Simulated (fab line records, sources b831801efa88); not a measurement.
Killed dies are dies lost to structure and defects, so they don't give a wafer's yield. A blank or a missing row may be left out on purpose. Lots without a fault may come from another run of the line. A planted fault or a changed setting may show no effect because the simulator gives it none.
Problem report in the 8D (eight disciplines) form, filled by code | flow sky130 | the parts of the form that need people (team, actions taken, sign-off) are left out

1. THE PROBLEM
dose_ions_cm2 at SKY_GATE_OXIDE_IMPLANT_11 reads a mean of 2.6779e+12 on 6 wafers of 2 lots; wafers without a fault read 2.6002e+12 with a standard deviation of 2.7e+09. That is +29 standard deviations from the usual mean.
First seen on wafer L367.2, day 18 01:17, on implanter-02. The record holds 18 wafers of 6 lots with a number at this step. Rule for "out", or "out of limits": more than 4 standard deviations from the usual mean. The other wafers with a number count as sound.

2. WHAT IT IS AND WHAT IT IS NOT
question                    | is                     | is not
which readings at this step | dose_ions_cm2          | -
which lots                  | L367, L368             | L371, L378, L379, L381
which wafers of those lots  | all that have a number | -
read on which tools         | implanter-02           | implanter-01
when                        | from day 18 01:17      | up to then (0 sound wafers); but 12 sound wafers of L371, L378, L379, L381 came after

3. SUSPECTS, AND WHAT RULES EACH OUT
Counting: a tool at a process step up to the reading stays a suspect if it ran every lot that is out and no sound lot after the first of them.
- implanter-02 at SKY_GATE_OXIDE_IMPLANT_11: ruled out as a lasting fault. Sound lots L379 ran on it after its first lot that is out, L367 (day 18 01:17).
Left after counting: nothing in the record.

4. THE CAUSE (what the simulator had put in)
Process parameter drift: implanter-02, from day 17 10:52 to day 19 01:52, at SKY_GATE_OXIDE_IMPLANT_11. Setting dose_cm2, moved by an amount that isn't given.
Counting ruled it out, wrongly.

5. THE CHAIN OF EFFECTS, in route order
Each row: a reading whose mean over the struck wafers that have a number lies more than 3 standard deviations from the usual. Only readings for which the record gives a usual standard deviation are gone through. hours: the time from each lot's start at the first step in this table that gives one to its start at this step, as a median over the lots. sigmas: the change in usual standard deviations.
hours | step                      | reading       | usual      | on struck wafers | change      | sigmas
0     | SKY_GATE_OXIDE_IMPLANT_11 | dose_ions_cm2 | 2.6002e+12 | 2.6779e+12       | +7.7667e+10 | +29
The process steps in it:
- SKY_GATE_OXIDE_IMPLANT_11

6. WHAT WOULD HAVE CAUGHT IT SOONER
In this record the first reading out of limits was taken at day 18 01:17, 14 hours after the fault began at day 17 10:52.
